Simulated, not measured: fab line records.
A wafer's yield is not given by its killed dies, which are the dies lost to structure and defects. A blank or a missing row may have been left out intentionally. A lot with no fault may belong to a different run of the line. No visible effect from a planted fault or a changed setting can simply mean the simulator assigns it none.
A sampling plan put to the test | flow sfqLine | each of the 45 faults these records tell of, on one fab line, judged from the records of the lots it struck
What counts as the plan is the set of the line's own looks, namely the steps on the route at which a gauge or an inspection reads a wafer and does not change it. A look is open to judgement when struck wafers have a number at it and the file gives its usual mean and standard deviation on fault-free wafers. Caught: the struck wafers' mean, at a look after the fault's first step, is 4 or more of those standard deviations (sigma) away from the usual mean. On the tool: the test repeated on the tool's own readings taken at the fault's steps. Also counted as caught: the struck wafers showing another recipe, or a record that is empty for them alone.

THE FAULTS, as the simulator had put them in
1. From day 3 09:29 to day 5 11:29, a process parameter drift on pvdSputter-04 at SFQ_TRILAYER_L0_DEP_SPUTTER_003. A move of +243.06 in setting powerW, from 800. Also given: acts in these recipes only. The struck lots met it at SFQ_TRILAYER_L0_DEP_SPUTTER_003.
2. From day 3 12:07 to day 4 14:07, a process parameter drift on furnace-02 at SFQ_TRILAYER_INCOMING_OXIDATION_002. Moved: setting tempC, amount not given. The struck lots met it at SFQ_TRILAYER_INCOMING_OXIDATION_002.
3. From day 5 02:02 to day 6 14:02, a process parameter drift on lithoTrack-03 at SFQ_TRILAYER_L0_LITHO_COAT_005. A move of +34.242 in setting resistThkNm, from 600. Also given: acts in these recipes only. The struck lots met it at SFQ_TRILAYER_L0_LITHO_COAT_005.
4. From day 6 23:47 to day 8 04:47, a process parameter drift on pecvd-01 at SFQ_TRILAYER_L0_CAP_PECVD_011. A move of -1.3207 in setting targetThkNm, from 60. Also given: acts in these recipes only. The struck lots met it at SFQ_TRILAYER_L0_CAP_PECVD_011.
5. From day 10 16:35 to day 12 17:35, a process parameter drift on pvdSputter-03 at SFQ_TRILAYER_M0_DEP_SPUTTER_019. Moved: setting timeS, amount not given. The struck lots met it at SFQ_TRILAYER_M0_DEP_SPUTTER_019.
6. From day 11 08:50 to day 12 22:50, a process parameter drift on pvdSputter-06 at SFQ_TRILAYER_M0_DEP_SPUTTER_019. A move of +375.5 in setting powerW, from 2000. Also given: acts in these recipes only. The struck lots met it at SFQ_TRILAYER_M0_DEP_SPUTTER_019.
7. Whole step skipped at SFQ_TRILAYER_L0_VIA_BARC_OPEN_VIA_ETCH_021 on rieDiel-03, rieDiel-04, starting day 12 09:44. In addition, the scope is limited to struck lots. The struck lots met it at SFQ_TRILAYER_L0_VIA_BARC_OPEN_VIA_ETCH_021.
8. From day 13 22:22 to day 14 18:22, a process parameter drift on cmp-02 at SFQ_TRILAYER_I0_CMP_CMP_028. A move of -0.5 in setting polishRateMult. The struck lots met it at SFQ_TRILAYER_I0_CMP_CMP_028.
9. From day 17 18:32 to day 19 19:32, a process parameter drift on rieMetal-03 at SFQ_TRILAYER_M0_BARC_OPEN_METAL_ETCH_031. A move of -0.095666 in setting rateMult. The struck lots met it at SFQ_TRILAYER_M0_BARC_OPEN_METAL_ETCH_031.
10. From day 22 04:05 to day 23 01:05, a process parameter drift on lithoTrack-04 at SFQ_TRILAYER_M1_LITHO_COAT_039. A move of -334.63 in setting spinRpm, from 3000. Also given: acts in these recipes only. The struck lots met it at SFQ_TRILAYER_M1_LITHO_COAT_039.
11. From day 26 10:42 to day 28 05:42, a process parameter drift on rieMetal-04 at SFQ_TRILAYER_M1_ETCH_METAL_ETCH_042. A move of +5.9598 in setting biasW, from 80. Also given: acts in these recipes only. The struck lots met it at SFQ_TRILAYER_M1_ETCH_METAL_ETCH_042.
12. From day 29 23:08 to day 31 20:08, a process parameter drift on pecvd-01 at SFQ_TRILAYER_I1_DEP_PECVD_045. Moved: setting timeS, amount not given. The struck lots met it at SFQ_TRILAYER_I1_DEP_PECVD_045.
13. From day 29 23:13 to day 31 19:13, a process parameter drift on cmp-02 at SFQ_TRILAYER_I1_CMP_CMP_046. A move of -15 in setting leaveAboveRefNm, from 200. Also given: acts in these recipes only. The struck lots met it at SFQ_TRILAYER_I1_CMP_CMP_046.
14. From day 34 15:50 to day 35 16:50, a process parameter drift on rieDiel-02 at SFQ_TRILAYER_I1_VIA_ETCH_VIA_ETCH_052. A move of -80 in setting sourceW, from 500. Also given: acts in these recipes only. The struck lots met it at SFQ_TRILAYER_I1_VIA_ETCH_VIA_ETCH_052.
15. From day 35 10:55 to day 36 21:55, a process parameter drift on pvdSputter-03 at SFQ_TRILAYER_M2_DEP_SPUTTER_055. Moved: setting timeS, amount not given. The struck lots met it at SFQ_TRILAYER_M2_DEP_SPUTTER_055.
16. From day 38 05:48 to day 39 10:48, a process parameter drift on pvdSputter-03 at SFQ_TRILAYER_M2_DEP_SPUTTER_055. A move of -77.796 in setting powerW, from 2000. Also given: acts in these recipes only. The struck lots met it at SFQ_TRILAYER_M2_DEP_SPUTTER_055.
17. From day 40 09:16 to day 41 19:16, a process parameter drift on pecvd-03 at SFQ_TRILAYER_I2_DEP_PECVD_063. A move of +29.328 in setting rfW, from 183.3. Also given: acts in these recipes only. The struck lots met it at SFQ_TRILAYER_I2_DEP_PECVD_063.
18. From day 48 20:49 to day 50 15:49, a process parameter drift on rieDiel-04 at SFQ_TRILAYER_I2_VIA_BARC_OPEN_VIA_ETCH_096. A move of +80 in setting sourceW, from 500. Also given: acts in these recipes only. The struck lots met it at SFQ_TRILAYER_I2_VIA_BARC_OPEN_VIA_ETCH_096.
19. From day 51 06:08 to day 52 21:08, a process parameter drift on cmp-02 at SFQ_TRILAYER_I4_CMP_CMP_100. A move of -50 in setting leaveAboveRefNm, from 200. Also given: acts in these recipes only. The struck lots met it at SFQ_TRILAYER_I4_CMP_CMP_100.
20. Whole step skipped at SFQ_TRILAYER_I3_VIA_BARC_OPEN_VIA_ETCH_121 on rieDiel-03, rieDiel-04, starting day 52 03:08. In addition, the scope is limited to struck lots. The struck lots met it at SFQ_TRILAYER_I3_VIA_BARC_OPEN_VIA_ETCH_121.
21. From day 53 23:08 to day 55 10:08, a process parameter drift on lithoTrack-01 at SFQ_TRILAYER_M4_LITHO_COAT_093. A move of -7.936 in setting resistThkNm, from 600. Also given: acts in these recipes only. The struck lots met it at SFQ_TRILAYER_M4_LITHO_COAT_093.
22. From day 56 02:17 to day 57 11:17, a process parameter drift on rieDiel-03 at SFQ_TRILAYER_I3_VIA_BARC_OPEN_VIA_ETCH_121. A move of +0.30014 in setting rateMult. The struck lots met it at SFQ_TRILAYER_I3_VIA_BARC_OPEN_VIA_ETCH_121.
23. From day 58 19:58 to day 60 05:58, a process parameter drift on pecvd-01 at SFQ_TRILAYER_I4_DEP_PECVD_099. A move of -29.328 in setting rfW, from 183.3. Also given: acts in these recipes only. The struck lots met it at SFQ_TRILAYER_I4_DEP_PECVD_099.
24. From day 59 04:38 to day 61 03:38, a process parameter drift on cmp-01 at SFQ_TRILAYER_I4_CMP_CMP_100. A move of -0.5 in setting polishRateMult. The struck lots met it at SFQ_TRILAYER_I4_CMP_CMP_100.
25. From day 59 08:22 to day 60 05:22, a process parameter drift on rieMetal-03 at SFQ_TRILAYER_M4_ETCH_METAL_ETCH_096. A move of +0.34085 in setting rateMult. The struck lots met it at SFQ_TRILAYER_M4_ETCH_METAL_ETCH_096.
26. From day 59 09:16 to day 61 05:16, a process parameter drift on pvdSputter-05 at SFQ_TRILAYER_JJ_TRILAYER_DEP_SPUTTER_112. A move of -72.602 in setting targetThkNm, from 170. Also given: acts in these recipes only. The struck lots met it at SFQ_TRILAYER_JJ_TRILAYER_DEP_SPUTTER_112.
27. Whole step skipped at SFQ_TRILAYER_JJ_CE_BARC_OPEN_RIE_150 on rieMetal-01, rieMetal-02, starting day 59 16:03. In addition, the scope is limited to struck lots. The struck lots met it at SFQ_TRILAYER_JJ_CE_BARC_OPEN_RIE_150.
28. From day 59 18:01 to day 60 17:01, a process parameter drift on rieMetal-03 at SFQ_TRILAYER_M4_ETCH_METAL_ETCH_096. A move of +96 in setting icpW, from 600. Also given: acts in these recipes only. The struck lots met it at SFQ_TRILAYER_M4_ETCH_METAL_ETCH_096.
29. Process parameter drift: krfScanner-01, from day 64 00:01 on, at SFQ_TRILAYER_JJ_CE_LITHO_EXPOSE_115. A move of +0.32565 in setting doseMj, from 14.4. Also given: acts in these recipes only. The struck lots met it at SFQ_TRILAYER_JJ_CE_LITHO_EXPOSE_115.
30. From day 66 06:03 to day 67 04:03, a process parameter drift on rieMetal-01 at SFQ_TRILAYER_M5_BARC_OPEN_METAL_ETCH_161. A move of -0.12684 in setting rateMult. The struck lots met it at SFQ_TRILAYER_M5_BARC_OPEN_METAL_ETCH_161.
31. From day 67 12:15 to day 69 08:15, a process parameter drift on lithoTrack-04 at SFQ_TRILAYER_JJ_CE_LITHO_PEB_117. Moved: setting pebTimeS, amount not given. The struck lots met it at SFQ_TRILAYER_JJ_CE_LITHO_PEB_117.
32. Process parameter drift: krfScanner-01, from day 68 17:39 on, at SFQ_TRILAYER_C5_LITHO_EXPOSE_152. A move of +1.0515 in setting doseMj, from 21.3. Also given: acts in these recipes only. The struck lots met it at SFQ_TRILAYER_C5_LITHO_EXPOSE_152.
33. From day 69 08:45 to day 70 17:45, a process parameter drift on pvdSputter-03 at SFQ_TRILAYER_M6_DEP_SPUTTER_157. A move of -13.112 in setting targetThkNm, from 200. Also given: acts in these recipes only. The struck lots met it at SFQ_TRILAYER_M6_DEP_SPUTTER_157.
34. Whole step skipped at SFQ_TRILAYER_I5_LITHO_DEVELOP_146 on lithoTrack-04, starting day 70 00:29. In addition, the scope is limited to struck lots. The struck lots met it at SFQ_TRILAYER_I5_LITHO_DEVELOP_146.
35. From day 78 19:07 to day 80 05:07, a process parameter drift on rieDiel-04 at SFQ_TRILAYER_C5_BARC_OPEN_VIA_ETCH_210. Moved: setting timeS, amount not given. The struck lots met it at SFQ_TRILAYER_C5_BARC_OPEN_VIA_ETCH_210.
36. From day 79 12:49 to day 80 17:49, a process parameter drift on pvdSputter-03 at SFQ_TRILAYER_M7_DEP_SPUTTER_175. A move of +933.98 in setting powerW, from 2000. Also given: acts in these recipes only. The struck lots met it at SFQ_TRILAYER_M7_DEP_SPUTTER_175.
37. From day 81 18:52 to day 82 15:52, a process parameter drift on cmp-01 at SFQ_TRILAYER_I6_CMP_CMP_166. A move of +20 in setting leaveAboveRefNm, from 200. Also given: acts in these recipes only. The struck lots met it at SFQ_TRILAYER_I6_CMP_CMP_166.
38. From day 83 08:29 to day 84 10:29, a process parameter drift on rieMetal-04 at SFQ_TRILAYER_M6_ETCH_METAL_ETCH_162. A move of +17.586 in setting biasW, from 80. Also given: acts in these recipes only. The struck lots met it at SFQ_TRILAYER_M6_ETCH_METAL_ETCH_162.
39. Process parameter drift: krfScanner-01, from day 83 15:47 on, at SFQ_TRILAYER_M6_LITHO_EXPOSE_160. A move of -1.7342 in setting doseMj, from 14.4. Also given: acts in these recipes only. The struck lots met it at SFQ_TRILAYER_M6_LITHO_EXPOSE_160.
40. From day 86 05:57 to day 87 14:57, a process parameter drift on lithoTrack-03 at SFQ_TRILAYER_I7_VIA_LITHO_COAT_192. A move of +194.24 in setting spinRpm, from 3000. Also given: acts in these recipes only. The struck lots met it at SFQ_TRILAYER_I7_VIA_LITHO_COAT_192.
41. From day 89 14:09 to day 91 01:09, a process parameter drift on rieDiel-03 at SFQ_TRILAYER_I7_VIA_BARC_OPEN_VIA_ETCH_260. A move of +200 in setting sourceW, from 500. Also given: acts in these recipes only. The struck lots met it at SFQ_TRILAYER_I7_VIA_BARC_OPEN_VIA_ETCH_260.
42. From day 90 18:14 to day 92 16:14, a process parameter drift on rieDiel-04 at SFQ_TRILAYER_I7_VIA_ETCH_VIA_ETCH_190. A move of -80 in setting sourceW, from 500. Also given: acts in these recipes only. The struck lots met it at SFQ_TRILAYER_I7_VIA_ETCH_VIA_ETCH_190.
43. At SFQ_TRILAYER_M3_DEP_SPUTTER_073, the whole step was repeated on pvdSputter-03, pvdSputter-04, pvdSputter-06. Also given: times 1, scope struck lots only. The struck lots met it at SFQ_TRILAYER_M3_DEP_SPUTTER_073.
44. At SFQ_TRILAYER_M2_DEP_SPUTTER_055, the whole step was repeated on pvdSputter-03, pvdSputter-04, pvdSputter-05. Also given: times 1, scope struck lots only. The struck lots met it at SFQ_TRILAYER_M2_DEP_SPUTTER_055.
45. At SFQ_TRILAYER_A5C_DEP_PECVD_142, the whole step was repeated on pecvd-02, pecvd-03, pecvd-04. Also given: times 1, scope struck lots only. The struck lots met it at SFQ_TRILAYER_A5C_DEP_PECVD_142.

WHAT THE PLAN SAW
fault | on the tool itself                               | first look that catches it                      | reading, sigma         | median hours from its first step to that look | hours from the fault's start to the first struck lot there | judged looks passed uncaught
1     | cathodeDcPowerW +99 or beyond sigma              | SFQ_L0_RS_MEAS_901                              | L0_MONX_KI_RS -25      | 0.1                                           | 5                                                          | 0
2     | tubeCenterTempC +99 or beyond sigma              | no look after it can be judged                  | -                      | -                                             | -                                                          | 0
3     | under 2 sigma                                    | no look after it can be judged                  | -                      | -                                             | -                                                          | 0
4     | under 2 sigma                                    | not the one look that can be judged after it    | -                      | -                                             | -                                                          | 1
5     | under 2 sigma                                    | SFQ_M0_RS_MEAS_904                              | M0_NB_RS -13           | 0.1                                           | 3                                                          | 0
6     | cathodeDcPowerW +99 or beyond sigma              | SFQ_M0_RS_MEAS_904                              | M0_NB_RS -15           | 0.1                                           | 3                                                          | 0
7     | the tool's record is blank for the struck wafers | no look after it can be judged                  | -                      | -                                             | -                                                          | 0
8     | timeToEndpointS +10 sigma                        | no look after it can be judged                  | -                      | -                                             | -                                                          | 0
9     | under 2 sigma                                    | no look after it can be judged                  | -                      | -                                             | -                                                          | 0
10    | spinSpeedRpm -99 or beyond sigma                 | not the one look that can be judged after it    | -                      | -                                             | -                                                          | 1
11    | biasW +25 sigma                                  | no look after it can be judged                  | -                      | -                                             | -                                                          | 0
12    | runLengthS +35 sigma                             | not the one look that can be judged after it    | -                      | -                                             | -                                                          | 1
13    | under 2 sigma                                    | not the one look that can be judged after it    | -                      | -                                             | -                                                          | 1
14    | rfFwdPowerW -49 sigma                            | no look after it can be judged                  | -                      | -                                             | -                                                          | 0
15    | under 2 sigma                                    | SFQ_M2_RS_MEAS_914                              | M2_NB_RS +99 or beyond | 0.1                                           | 25                                                         | 0
16    | cathodeDcPowerW -99 or beyond sigma              | SFQ_M2_RS_MEAS_914                              | M2_NB_RS +5.4          | 0.1                                           | 5                                                          | 0
17    | rfFwdPowerW +54 sigma                            | no look after it can be judged                  | -                      | -                                             | -                                                          | 0
18    | rfFwdPowerW +42 sigma                            | no look after it can be judged                  | -                      | -                                             | -                                                          | 0
19    | timeToEndpointS +5.0 sigma                       | no look after it can be judged                  | -                      | -                                             | -                                                          | 0
20    | the tool's record is blank for the struck wafers | no look after it can be judged                  | -                      | -                                             | -                                                          | 0
21    | under 2 sigma                                    | not the one look that can be judged after it    | -                      | -                                             | -                                                          | 1
22    | under 2 sigma                                    | no look after it can be judged                  | -                      | -                                             | -                                                          | 0
23    | rfFwdPowerW -43 sigma                            | not the one look that can be judged after it    | -                      | -                                             | -                                                          | 1
24    | timeToEndpointS +10 sigma                        | not the one look that can be judged after it    | -                      | -                                             | -                                                          | 1
25    | under 2 sigma                                    | no look after it can be judged                  | -                      | -                                             | -                                                          | 0
26    | under 2 sigma                                    | SFQ_JJ_RS_MEAS_929                              | JJ_NB_RS +91           | 0.1                                           | 2                                                          | 0
27    | the tool's record is blank for the struck wafers | no look after it can be judged                  | -                      | -                                             | -                                                          | 0
28    | rfFwdPowerW +52 sigma                            | no look after it can be judged                  | -                      | -                                             | -                                                          | 0
29    | exposureDoseMJCm2 +24 sigma                      | none of the 5 looks that can be judged after it | -                      | -                                             | -                                                          | 5
30    | under 2 sigma                                    | no look after it can be judged                  | -                      | -                                             | -                                                          | 0
31    | under 2 sigma                                    | no look after it can be judged                  | -                      | -                                             | -                                                          | 0
32    | exposureDoseMJCm2 +44 sigma                      | not the one look that can be judged after it    | -                      | -                                             | -                                                          | 1
33    | under 2 sigma                                    | SFQ_M6_RS_MEAS_938                              | M6_NB_RS +8.5          | 0.1                                           | 16                                                         | 0
34    | no reading that can be judged                    | no look after it can be judged                  | -                      | -                                             | -                                                          | 0
35    | oesProductAu +16 sigma                           | no look after it can be judged                  | -                      | -                                             | -                                                          | 0
36    | cathodeDcPowerW +99 or beyond sigma              | SFQ_M7_RS_MEAS_943                              | M7_NB_RS -31           | 0.1                                           | 17                                                         | 0
37    | under 2 sigma                                    | no look after it can be judged                  | -                      | -                                             | -                                                          | 0
38    | biasW +70 sigma                                  | no look after it can be judged                  | -                      | -                                             | -                                                          | 0
39    | exposureDoseMJCm2 -99 or beyond sigma            | none of the 5 looks that can be judged after it | -                      | -                                             | -                                                          | 5
40    | spinSpeedRpm +81 sigma                           | not the one look that can be judged after it    | -                      | -                                             | -                                                          | 1
41    | rfFwdPowerW +95 sigma                            | no look after it can be judged                  | -                      | -                                             | -                                                          | 0
42    | rfFwdPowerW -46 sigma                            | no look after it can be judged                  | -                      | -                                             | -                                                          | 0
43    | under 2 sigma                                    | SFQ_M3_RS_MEAS_919                              | M3_NB_RS -52           | 0.4                                           | -                                                          | 0
44    | under 2 sigma                                    | SFQ_M2_RS_MEAS_914                              | M2_NB_RS -61           | 0.4                                           | -                                                          | 0
45    | under 2 sigma                                    | no look after it can be judged                  | -                      | -                                             | -                                                          | 0
A dash: this means the fault isn't caught or the number doesn't appear in these records.

Caught at a look: 10 of 45. Caught on the tool: 27 of 45. By one or the other: 33 of 45.
Faults 2, 7, 8, 10, 11, 12, 14, 17, 18, 19, 20, 23, 24, 27, 28, 29, 32, 35, 38, 39, 40, 41, 42 were caught on the tool alone.
Caught at a look alone: faults 5, 15, 26, 33, 43, 44.
Caught by neither: faults 3, 4, 9, 13, 21, 22, 25, 30, 31, 34, 37, 45.

THINNER SAMPLING
In the worst case, this is how late the first struck lot would be measured if the look that catches a fault measured only every second or every third lot, by lot number:
fault | struck lots at that look, in order of time | every lot | every second lot | every third lot
1     | L113, L115                                 | 5 h       | may miss all 2   | may miss all 2
5     | L432, L438                                 | 3 h       | may miss all 2   | may miss all 2
6     | L941, L943                                 | 3 h       | may miss all 2   | may miss all 2
15    | L888, L889                                 | 25 h      | 33 h             | may miss all 2
16    | L497, L499                                 | 5 h       | may miss all 2   | may miss all 2
26    | L355, L359                                 | 2 h       | may miss all 2   | may miss all 2
33    | L995, L997                                 | 16 h      | may miss all 2   | may miss all 2
36    | L913, L915                                 | 17 h      | may miss all 2   | may miss all 2
Hours: fault start to first struck lot measured. 4 sigma limit: tested on the pooled struck wafers, so a lone lot may be under it. Other struck lots may not be in these records.

THE LONGEST TIMED WAY FROM STEP TO LOOK
For fault 44, SFQ_TRILAYER_M2_DEP_SPUTTER_055 and SFQ_M2_RS_MEAS_914 are separated by a median of 0.4 hours. No look between them can be judged.
